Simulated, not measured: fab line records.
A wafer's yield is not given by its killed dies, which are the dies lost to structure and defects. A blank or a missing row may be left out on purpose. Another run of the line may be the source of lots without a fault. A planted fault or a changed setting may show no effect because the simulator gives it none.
Which tool did it? :: flow sky130 :: Sampling: 12 lots, 36 wafers, 4 of 708 route steps

WHAT EACH GAUGE READ, for each wafer
SKY_VIA1_OVL_MEAS_13. Usual: VIA1_OVL typically reads 1 nm, with standard deviation 4.8.
lot: L517
measured: day 34 01:44
on: overlay-01
VIA1_OVL (nm): 3 2 -2
flag: 

lot: L518
measured: day 34 13:22
on: overlay-02
VIA1_OVL (nm): 7 8 11
flag: 

lot: L521
measured: day 35 12:12
on: overlay-02
VIA1_OVL (nm): 6 4 2
flag: 

lot: L525
measured: day 37 00:17
on: overlay-02
VIA1_OVL (nm): 8 -5 -11
flag: 

lot: L527
measured: day 37 19:11
on: overlay-01
VIA1_OVL (nm): 3 8 6
flag: 

lot: L530
measured: day 38 13:08
on: overlay-02
VIA1_OVL (nm): -1 2 1
flag: 

lot: L533
measured: day 38 19:32
on: overlay-02
VIA1_OVL (nm): 4 3 0
flag: 

lot: L534
measured: day 39 08:56
on: overlay-01
VIA1_OVL (nm): -4 -1 5
flag: 

lot: L535
measured: day 39 14:17
on: overlay-01
VIA1_OVL (nm): 9 6 -2
flag: 

lot: L537
measured: day 40 00:56
on: overlay-01
VIA1_OVL (nm): 4 5 8
flag: 

lot: L539
measured: day 41 05:50
on: overlay-02
VIA1_OVL (nm): -1 -7 -3
flag: 

lot: L540
measured: day 41 10:50
on: overlay-01
VIA1_OVL (nm): 1 0 1
flag: 

SKY_VIA2_OVL_MEAS_13. Usual: VIA2_OVL typically reads -3 nm, with standard deviation 4.8.
lot: L517
measured: day 36 09:32
on: overlay-02
VIA2_OVL (nm): -1 1 -1
flag: 

lot: L518
measured: day 36 22:29
on: overlay-01
VIA2_OVL (nm): 1 -6 -6
flag: 

lot: L521
measured: day 37 19:23
on: overlay-02
VIA2_OVL (nm): 2 -4 -1
flag: 

lot: L525
measured: day 39 05:31
on: overlay-02
VIA2_OVL (nm): -1 -2 1
flag: 

lot: L527
measured: day 39 23:41
on: overlay-01
VIA2_OVL (nm): -8 -8 -7
flag: 

lot: L530
measured: day 40 17:11
on: overlay-01
VIA2_OVL (nm): 1 1 3
flag: 

lot: L533
measured: day 40 23:32
on: overlay-01
VIA2_OVL (nm): -8 -5 -6
flag: 

lot: L534
measured: day 41 12:08
on: overlay-01
VIA2_OVL (nm): -1 -3 4
flag: 

lot: L535
measured: day 41 17:38
on: overlay-02
VIA2_OVL (nm): -4 -2 2
flag: 

lot: L537
measured: day 42 03:53
on: overlay-02
VIA2_OVL (nm): -10 -6 -2
flag: 

lot: L539
measured: day 43 07:14
on: overlay-02
VIA2_OVL (nm): 5 3 4
flag: 

lot: L540
measured: day 43 11:56
on: overlay-02
VIA2_OVL (nm): -4 -5 -1
flag: 

EACH LOT AND THE TOOL THAT RAN IT (in order: tool; ch and the chambers of the sampled wafers; start)
lot: L517
SKY_VIA1_CMP_02: cmp-02 ch 0,1,2, day 32 22:07
SKY_METAL2_ETCH_18: rie_metal-02 ch 0,1, day 35 06:28

lot: L518
SKY_VIA1_CMP_02: cmp-02 ch 0,1,3, day 33 09:53
SKY_METAL2_ETCH_18: rie_metal-01 ch 0,1, day 35 18:41

lot: L521
SKY_VIA1_CMP_02: cmp-02 ch 0,3, day 34 10:16
SKY_METAL2_ETCH_18: rie_metal-01 ch 0,1, day 36 16:31

lot: L525
SKY_VIA1_CMP_02: cmp-02 ch 0,2, day 35 21:10
SKY_METAL2_ETCH_18: rie_metal-01 ch 0,1, day 38 03:40

lot: L527
SKY_VIA1_CMP_02: cmp-01 ch 0,1,2, day 36 17:32
SKY_METAL2_ETCH_18: rie_metal-03 ch 0,1, day 38 21:52

lot: L530
SKY_VIA1_CMP_02: cmp-01 ch 0,1,3, day 37 10:59
SKY_METAL2_ETCH_18: rie_metal-02 ch 1, day 39 15:42

lot: L533
SKY_VIA1_CMP_02: cmp-01 ch 0,1,3, day 37 17:31
SKY_METAL2_ETCH_18: rie_metal-02 ch 1, day 39 21:56

lot: L534
SKY_VIA1_CMP_02: cmp-02 ch 0,3, day 38 07:35
SKY_METAL2_ETCH_18: rie_metal-01 ch 0,1, day 40 10:47

lot: L535
SKY_VIA1_CMP_02: cmp-02 ch 1,2,3, day 38 12:58
SKY_METAL2_ETCH_18: rie_metal-01 ch 0,1, day 40 16:23

lot: L537
SKY_VIA1_CMP_02: cmp-02 ch 0,1,2, day 39 00:02
SKY_METAL2_ETCH_18: rie_metal-03 ch 1, day 41 02:51

lot: L539
SKY_VIA1_CMP_02: cmp-02 ch 0,1,2, day 40 05:59
SKY_METAL2_ETCH_18: rie_metal-01 ch 0, day 42 06:14

lot: L540
SKY_VIA1_CMP_02: cmp-02 ch 0,3, day 40 10:30
SKY_METAL2_ETCH_18: rie_metal-01 ch 0, day 42 11:35
- SKY_VIA1_CMP_02: polishes SiO2.
- SKY_METAL2_ETCH_18: etches BARC in N2/H2, stops on SiO2, time 45.9 s, target depth 60 nm.

AS READ BY THE TOOLS THEMSELVES (means over the sampled wafers that have a number; for cases with no such wafer, the mark the record gives instead)
SKY_VIA1_CMP_02. Usual: 11.6 A for motor_current_A, sd 1.2.
lot: L517
tool: cmp-02
motor_current_A (A): 11.3
flag: 

lot: L518
tool: cmp-02
motor_current_A (A): 11.4
flag: 

lot: L521
tool: cmp-02
motor_current_A (A): 11.8
flag: 

lot: L525
tool: cmp-02
motor_current_A (A): 11.2
flag: 

lot: L527
tool: cmp-01
motor_current_A (A): 12.5
flag: 

lot: L530
tool: cmp-01
motor_current_A (A): 12.2
flag: 

lot: L533
tool: cmp-01
motor_current_A (A): 12.0
flag: 

lot: L534
tool: cmp-02
motor_current_A (A): 11.2
flag: 

lot: L535
tool: cmp-02
motor_current_A (A): 10.9
flag: 

lot: L537
tool: cmp-02
motor_current_A (A): 11.2
flag: 

lot: L539
tool: cmp-02
motor_current_A (A): 11.7
flag: 

lot: L540
tool: cmp-02
motor_current_A (A): 12.1
flag: 

SKY_METAL2_ETCH_18. Usual: chamber_pressure_mTorr 30.004 mTorr, standard deviation 0.029; drypump_motor_current_A 5.7 A, standard deviation 0.53; oes_product_au 0.854 a.u., standard deviation 0.0049; run_length_s 73.9 s, standard deviation 0.37; throttle_valve_pct 13.225 %, standard deviation 0.0089.
lot: L517
tool: rie_metal-02
chamber_pressure_mTorr (mTorr): 30.030
drypump_motor_current_A (A): 6.4
oes_product_au (a.u.): 0.853
run_length_s (s): 73.5
throttle_valve_pct (%): 13.232
flag: 

lot: L518
tool: rie_metal-01
chamber_pressure_mTorr (mTorr): 30.011
drypump_motor_current_A (A): 5.2
oes_product_au (a.u.): 0.859
run_length_s (s): 74.1
throttle_valve_pct (%): 13.216
flag: 

lot: L521
tool: rie_metal-01
chamber_pressure_mTorr (mTorr): 29.998
drypump_motor_current_A (A): 5.2
oes_product_au (a.u.): 0.758
run_length_s (s): 85.6
throttle_valve_pct (%): 13.218
flag: OFF

lot: L525
tool: rie_metal-01
chamber_pressure_mTorr (mTorr): 29.991
drypump_motor_current_A (A): 5.3
oes_product_au (a.u.): 0.761
run_length_s (s): 85.3
throttle_valve_pct (%): 13.211
flag: OFF

lot: L527
tool: rie_metal-03
chamber_pressure_mTorr (mTorr): 30.011
drypump_motor_current_A (A): 5.3
oes_product_au (a.u.): 0.851
run_length_s (s): 74.3
throttle_valve_pct (%): 13.226
flag: 

lot: L530
tool: rie_metal-02
chamber_pressure_mTorr (mTorr): 30.016
drypump_motor_current_A (A): 6.3
oes_product_au (a.u.): 0.853
run_length_s (s): 73.4
throttle_valve_pct (%): 13.229
flag: 

lot: L533
tool: rie_metal-02
chamber_pressure_mTorr (mTorr): 29.990
drypump_motor_current_A (A): 6.3
oes_product_au (a.u.): 0.863
run_length_s (s): 73.4
throttle_valve_pct (%): 13.225
flag: 

lot: L534
tool: rie_metal-01
chamber_pressure_mTorr (mTorr): 30.001
drypump_motor_current_A (A): 5.3
oes_product_au (a.u.): 0.846
run_length_s (s): 73.9
throttle_valve_pct (%): 13.226
flag: 

lot: L535
tool: rie_metal-01
chamber_pressure_mTorr (mTorr): 29.992
drypump_motor_current_A (A): 5.2
oes_product_au (a.u.): 0.852
run_length_s (s): 74.1
throttle_valve_pct (%): 13.218
flag: 

lot: L537
tool: rie_metal-03
chamber_pressure_mTorr (mTorr): 29.978
drypump_motor_current_A (A): 5.7
oes_product_au (a.u.): 0.852
run_length_s (s): 74.2
throttle_valve_pct (%): 13.221
flag: 

lot: L539
tool: rie_metal-01
chamber_pressure_mTorr (mTorr): 29.997
drypump_motor_current_A (A): 5.4
oes_product_au (a.u.): 0.856
run_length_s (s): 73.9
throttle_valve_pct (%): 13.213
flag: 

lot: L540
tool: rie_metal-01
chamber_pressure_mTorr (mTorr): 30.012
drypump_motor_current_A (A): 5.4
oes_product_au (a.u.): 0.853
run_length_s (s): 74.2
throttle_valve_pct (%): 13.222
flag: 

THE ANSWER, worked out from the rows above alone
Rule: lot off if the mean of its wafers having a number is beyond 3 standard deviations from the usual mean. A lot without any number at a reading at which 4 lots or more have one is off too. The other lots that the step has rows for count as sound. After the gauges, taken in route order, come the tools' own readings; for these a lot's mean is taken, as printed above. At the first step where some lot is off, the reading lying furthest off is the one used; lots without a number count as furthest.
Off: L521, L525, at SKY_METAL2_ETCH_18 (run_length_s).
If a tool, at that step or one of the process steps before it, ran each lot that is off and ran no sound lot following the first of them, it fits. Not one of the candidates tried fits.

WHAT WAS PUT IN BY THE SIMULATOR
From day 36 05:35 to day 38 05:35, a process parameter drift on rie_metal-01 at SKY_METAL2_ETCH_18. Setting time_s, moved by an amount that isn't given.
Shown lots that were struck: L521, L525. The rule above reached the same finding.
